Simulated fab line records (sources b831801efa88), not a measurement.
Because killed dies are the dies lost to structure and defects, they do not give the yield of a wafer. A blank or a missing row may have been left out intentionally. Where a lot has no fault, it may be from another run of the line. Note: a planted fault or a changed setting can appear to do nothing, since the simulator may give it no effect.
fab line records ; flow sky130
record: lots: 13; wafers: 39; last_day: 50
route steps=708 shown LDD_N@249 CONTACT@429 METAL1@436
lots that met no fault: taken from a fault-free run of the same line
start_h: the number of hours between the record's first day and the start of the first shown wafer of the lot ; wait_h: how many hours have passed since the lot's step before this one ; " the same as in the row above ; L1.1+2: several wafers, shown together as one row ; - either no value or no given start ; * or withheld: withheld ; < > ~ a bound
route shown NAME@n: a module of which the file shows steps, and the number in the route of the first ; usual: mean/standard deviation of fault-free wafers ; same: alike in all rows ; chamber/n: place in a boat ; sites: per-site readings ; _std_site: the values' standard deviation ; _edge_site: mean of outer sites minus mean of inner sites ; radius_mm: for every site, how far away it sits from the centre of the wafer ; mask NAME#n: copy n ; behind: the last tool/chamber to shape the wafer ; hold: reason for holding the lot/hours on hold/outcome of the hold ; device: the n, p or np transistor that did not switch ; end of line: the same wafers' tests at the end of the route ; for a step that has no rows: nothing shown but its recipe ; killed: the dies lost at the first sort to structure and to defects; this is not the yield of the wafer ; map: the dies of a wafer, with x for killed, . for not killed, _ for no die there
set.NAME: the setting as run; set.NAME@STEP: as run at that earlier step ; model.NAME: the simulator's own value behind a step, which no gauge read
route steps across a sampled set of lots; one table per step, one row per wafer
services: the hour from which a tool's chamber was out of use, counted from the record's first day as start_h (under 0 if before that day), plus the number of hours and why
== steps ==
step: SKY_LDD_N_IMPLANT_12
recipe: species: BF2; energy_kev: 50; dose_cm2: 5e+12; tilt_deg: 30; rotation_deg: 0
usual: tilt_deg: 29.998/0.019
lot.wafer;tool;chamber;start_h;wait_h;tilt_deg
L452.3;implanter-03;0;402.38;0.1;30.000
L452.5;implanter-03;0;402.38;0.1;30.009
L452.6;implanter-03;0;402.38;0.1;29.988
L455.1;implanter-03;0;423.27;0.1;29.995
L455.4;implanter-03;0;423.27;0.1;29.998
L455.6;implanter-03;0;423.27;0.1;29.990
L456.2;implanter-03;0;438.55;0.1;29.992
L456.5;implanter-03;0;438.55;0.1;29.957
L456.6;implanter-03;0;438.55;0.1;29.995
L457.1;implanter-03;0;446.02;0.1;30.031
L457.3;implanter-03;0;446.02;0.1;29.995
L457.6;implanter-03;0;446.02;0.1;30.010
L459.1;implanter-01;0;464.83;0.1;29.991
L459.4;implanter-01;0;464.83;0.1;30.004
L459.5;implanter-01;0;464.83;0.1;29.971
L460.2;implanter-01;0;472.56;0.1;29.975
L460.3;implanter-01;0;472.56;0.1;29.999
L460.6;implanter-01;0;472.56;0.1;29.985
L462.1;implanter-01;0;497.72;0.1;30.020
L462.3;implanter-01;0;497.72;0.1;30.015
L462.5;implanter-01;0;497.72;0.1;30.023
L463.1;implanter-01;0;499.88;0.1;29.956
L463.2;implanter-01;0;499.88;0.1;29.958
L463.3;implanter-01;0;499.88;0.1;29.989
L464.1;implanter-03;0;511.67;0.1;29.951
L464.2;implanter-03;0;511.67;0.1;29.979
L464.6;implanter-03;0;511.67;0.1;29.991
L472.1;implanter-01;0;573.18;0.1;-0.009
L472.4;implanter-01;0;573.18;0.1;0.009
L472.6;implanter-01;0;573.18;0.1;-0.027
L473.1;implanter-01;0;583.28;0.1;0.012
L473.4;implanter-01;0;583.28;0.1;0.007
L473.6;implanter-01;0;583.28;0.1;0.009
L474.3;implanter-02;0;591.17;0.1;29.987
L474.4;implanter-02;0;591.17;0.1;29.955
L474.5;implanter-02;0;591.17;0.1;29.999
L475.1;implanter-02;0;599.83;0.1;30.020
L475.3;implanter-02;0;599.83;0.1;29.996
L475.5;implanter-02;0;599.83;0.1;30.005
step: SKY_CONTACT_SPUTTER_23
recipe: material: TiN; target_thk_nm: 20; chamber_pressure_pa: 5; power_w: 4000; time_s: 80
usual: throttle_valve_pct: 29.9/0.66
lot.wafer;tool;chamber;start_h;wait_h;throttle_valve_pct
L452.3;pvd_sputter-04;-;734.56;0.0;30.3
L452.5;pvd_sputter-04;-;734.56;0.0;29.8
L452.6;pvd_sputter-04;-;734.56;0.0;30.0
L455.1;pvd_sputter-02;-;755.17;0.0;29.1
L455.4;pvd_sputter-02;-;755.17;0.0;29.7
L455.6;pvd_sputter-02;-;755.17;0.0;29.8
L456.2;pvd_sputter-02;-;769.60;0.0;29.5
L456.5;pvd_sputter-02;-;769.60;0.0;29.6
L456.6;pvd_sputter-02;-;769.60;0.0;30.2
L457.1;pvd_sputter-03;-;772.92;0.0;28.9
L457.3;pvd_sputter-03;-;772.92;0.0;31.2
L457.6;pvd_sputter-03;-;772.92;0.0;30.2
L459.1;pvd_sputter-03;-;791.07;0.0;28.7
L459.4;pvd_sputter-03;-;791.07;0.0;30.6
L459.5;pvd_sputter-03;-;791.07;0.0;31.1
L460.2;pvd_sputter-04;-;797.63;0.0;30.4
L460.3;pvd_sputter-04;-;797.63;0.0;29.3
L460.6;pvd_sputter-04;-;797.63;0.0;30.1
L462.1;pvd_sputter-02;-;820.37;0.0;29.6
L462.3;pvd_sputter-02;-;820.37;0.0;30.4
L462.5;pvd_sputter-02;-;820.37;0.0;29.4
L463.1;pvd_sputter-04;-;822.67;0.0;30.5
L463.2;pvd_sputter-04;-;822.67;0.0;30.0
L463.3;pvd_sputter-04;-;822.67;0.0;30.3
L464.1;pvd_sputter-03;-;832.67;0.0;30.0
L464.2;pvd_sputter-03;-;832.67;0.0;31.0
L464.6;pvd_sputter-03;-;832.67;0.0;30.3
L472.1;pvd_sputter-02;-;884.72;0.0;29.7
L472.4;pvd_sputter-02;-;884.72;0.0;29.7
L472.6;pvd_sputter-02;-;884.72;0.0;30.4
L473.1;pvd_sputter-02;-;895.83;0.0;29.2
L473.4;pvd_sputter-02;-;895.83;0.0;29.7
L473.6;pvd_sputter-02;-;895.83;0.0;29.4
L474.3;pvd_sputter-02;-;901.66;0.0;30.0
L474.4;pvd_sputter-02;-;901.66;0.0;29.5
L474.5;pvd_sputter-02;-;901.66;0.0;29.4
L475.1;pvd_sputter-04;-;908.81;0.0;30.3
L475.3;pvd_sputter-04;-;908.81;0.0;29.5
L475.5;pvd_sputter-04;-;908.81;0.0;29.5
step: SKY_CONTACT_CMP_27
recipe: stop_on: SiO2; t_overpolish_s: 15; down_force_psi: 3.5; platen_rpm: 60; target_thk_nm: 0; pad_velocity_m_s: 0.94248
usual: head_pressure_psi: 3.500/0.0074; motor_current_A: 11.5/0.99; overpolish_run_s: 15.000/0.0093; time_to_endpoint_s: 83/3.3
lot.wafer;tool;chamber;start_h;wait_h;head_pressure_psi;motor_current_A;overpolish_run_s;time_to_endpoint_s
L452.3;cmp-01;1;735.01;0.1;3.509;11.0;15.000;79
L452.5;cmp-01;3;735.01;0.1;3.486;11.9;14.998;83
L452.6;cmp-01;0;735.01;0.1;3.502;9.8;14.992;82
L455.4;cmp-02;1;755.57;0.1;3.502;9.9;15.003;87
L455.1;cmp-02;3;755.57;0.1;3.500;11.2;14.973;82
L455.6;cmp-02;1;755.57;0.1;3.503;10.8;14.986;85
L456.2;cmp-02;3;770.00;0.1;3.515;11.4;14.997;82
L456.6;cmp-02;2;770.00;0.1;3.503;11.8;15.004;82
L456.5;cmp-02;3;770.00;0.1;3.502;11.4;14.986;82
L457.3;cmp-01;1;773.28;0.0;3.503;11.1;14.999;81
L457.1;cmp-01;0;773.28;0.0;3.494;9.2;14.992;82
L457.6;cmp-01;2;773.28;0.0;3.514;11.8;14.999;85
L459.4;cmp-02;2;791.42;0.0;3.498;11.7;15.011;82
L459.1;cmp-02;0;791.42;0.0;3.499;12.6;14.990;81
L459.5;cmp-02;2;791.42;0.0;3.501;12.0;15.003;84
L460.3;cmp-02;0;798.08;0.1;3.502;13.0;15.003;81
L460.2;cmp-02;1;798.08;0.1;3.502;9.6;15.006;86
L460.6;cmp-02;3;798.08;0.1;3.499;11.8;14.992;88
L462.1;cmp-01;2;820.78;0.1;3.518;10.9;15.009;80
L462.3;cmp-01;3;820.78;0.1;3.494;11.7;14.984;80
L462.5;cmp-01;2;820.78;0.1;3.511;11.3;14.990;80
L463.1;cmp-01;3;823.02;0.1;3.484;11.7;14.996;81
L463.3;cmp-01;0;823.02;0.1;3.487;9.3;14.995;80
L463.2;cmp-01;2;823.02;0.1;3.491;12.4;15.008;81
L464.2;cmp-02;3;833.03;0.0;3.502;10.4;15.002;83
L464.1;cmp-02;0;833.03;0.0;3.496;12.9;15.004;86
L464.6;cmp-02;3;833.03;0.0;3.494;11.6;15.002;86
L472.1;cmp-02;1;885.45;0.4;3.507;10.6;14.998;85
L472.4;cmp-02;3;885.45;0.4;3.509;11.5;15.012;81
L472.6;cmp-02;0;885.45;0.4;3.507;13.0;15.027;79
L473.1;cmp-02;3;896.18;0.1;3.500;11.2;14.994;83
L473.4;cmp-02;2;896.18;0.1;3.505;12.2;15.014;82
L473.6;cmp-02;3;896.18;0.1;3.495;11.2;15.001;79
L474.3;cmp-01;1;902.01;0.0;3.503;11.2;15.004;83
L474.4;cmp-01;3;902.01;0.0;3.501;12.1;15.010;85
L474.5;cmp-01;2;902.01;0.0;3.499;11.2;15.018;84
L475.1;cmp-02;0;909.26;0.1;3.497;12.2;14.999;72
L475.3;cmp-02;1;909.26;0.1;3.499;10.4;15.012;81
L475.5;cmp-02;2;909.26;0.1;3.502;12.5;14.995;75
step: SKY_METAL1_SPUTTER_02
recipe: material: AlCu; target_thk_nm: 250; power_w: 10600; time_s: 13.3; chamber_pressure_pa: 0.4
usual: throttle_valve_pct: 30.2/0.84
lot.wafer;tool;chamber;start_h;wait_h;throttle_valve_pct
L452.3;pvd_sputter-03;-;735.26;0.0;30.7
L452.5;pvd_sputter-03;-;735.26;0.0;30.6
L452.6;pvd_sputter-03;-;735.26;0.0;28.7
L455.1;pvd_sputter-03;-;755.86;0.0;30.3
L455.4;pvd_sputter-03;-;755.86;0.0;31.2
L455.6;pvd_sputter-03;-;755.86;0.0;30.4
L456.2;pvd_sputter-03;-;770.30;0.0;30.2
L456.5;pvd_sputter-03;-;770.30;0.0;30.0
L456.6;pvd_sputter-03;-;770.30;0.0;28.8
L457.1;pvd_sputter-01;-;773.62;0.0;30.2
L457.3;pvd_sputter-01;-;773.62;0.0;32.1
L457.6;pvd_sputter-01;-;773.62;0.0;30.3
L459.1;pvd_sputter-04;-;791.77;0.0;29.6
L459.4;pvd_sputter-04;-;791.77;0.0;30.3
L459.5;pvd_sputter-04;-;791.77;0.0;30.4
L460.2;pvd_sputter-03;-;798.33;0.0;31.3
L460.3;pvd_sputter-03;-;798.33;0.0;30.2
L460.6;pvd_sputter-03;-;798.33;0.0;28.9
L462.1;pvd_sputter-04;-;821.07;0.0;29.9
L462.3;pvd_sputter-04;-;821.07;0.0;30.6
L462.5;pvd_sputter-04;-;821.07;0.0;30.6
L463.1;pvd_sputter-03;-;823.37;0.0;30.9
L463.2;pvd_sputter-03;-;823.37;0.0;30.1
L463.3;pvd_sputter-03;-;823.37;0.0;29.0
L464.1;pvd_sputter-04;-;833.37;0.0;30.4
L464.2;pvd_sputter-04;-;833.37;0.0;30.2
L464.6;pvd_sputter-04;-;833.37;0.0;30.2
L472.1;pvd_sputter-01;-;885.74;0.0;29.4
L472.4;pvd_sputter-01;-;885.74;0.0;30.1
L472.6;pvd_sputter-01;-;885.74;0.0;32.2
L473.1;pvd_sputter-01;-;896.53;0.0;32.4
L473.4;pvd_sputter-01;-;896.53;0.0;30.2
L473.6;pvd_sputter-01;-;896.53;0.0;32.3
L474.3;pvd_sputter-04;-;902.36;0.0;30.2
L474.4;pvd_sputter-04;-;902.36;0.0;30.5
L474.5;pvd_sputter-04;-;902.36;0.0;30.4
L475.1;pvd_sputter-03;-;909.51;0.0;30.1
L475.3;pvd_sputter-03;-;909.51;0.0;29.1
L475.5;pvd_sputter-03;-;909.51;0.0;28.9
== services ==
tool;chamber;start_h;hours;kind
cmp-02;-;392.67;1.2;repair
cmp-02;-;399.39;1.8;repair
cmp-02;-;404.17;4.0;pm
cmp-02;-;411.82;1.9;repair
implanter-01;-;456.49;6.4;repair
pvd_sputter-02;-;457.74;2.8;repair
cmp-02;-;462.58;1.3;repair
cmp-02;-;474.98;0.5;repair
pvd_sputter-04;-;486.91;2.7;repair
cmp-02;-;487.16;1.1;repair
implanter-01;-;522.30;2.5;repair
cmp-02;-;528.72;1.1;repair
cmp-02;-;553.36;6.1;pm
implanter-01;-;608.40;0.9;repair
cmp-02;-;612.81;0.9;repair
pvd_sputter-03;-;622.37;1.2;repair
implanter-01;-;664.03;2.6;pm
cmp-02;-;717.73;6.8;repair
cmp-02;-;723.81;9.9;repair
cmp-02;-;744.17;4.0;pm
pvd_sputter-04;-;756.93;0.7;repair
cmp-02;-;776.48;1.2;repair
cmp-02;-;837.05;1.8;repair
pvd_sputter-04;-;839.20;1.4;repair
== key ==
first_sign: step: SKY_LDD_N_IMPLANT_12; reading: tilt_deg; direction: down; sigmas: 99+; usual: *; struck: *
effect none on later readings
met_at SKY_LDD_N_IMPLANT_12
struck_lots L472,L473
tester_left_out L472,L473
not_acting_at SKY_CONTACT_SPUTTER_23,SKY_CONTACT_CMP_27,SKY_METAL1_SPUTTER_02
onset_between 499.88 573.18
fault: kind: process_parameter_drift; tool: implanter-01; chamber: -; onset_h: 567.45; steps: SKY_LDD_N_IMPLANT_12; channel: tilt_deg; offset: *; shape: step; end_h: 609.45; acts_in: *; stated: *
tester_left_out: of these lots the tester's yield and bins aren't shown, on N5 and GAA mostly nor the transistor test; their killed dies are dies lost to structure and defects alone, not to doping, threshold or leakage, so they don't give the yield
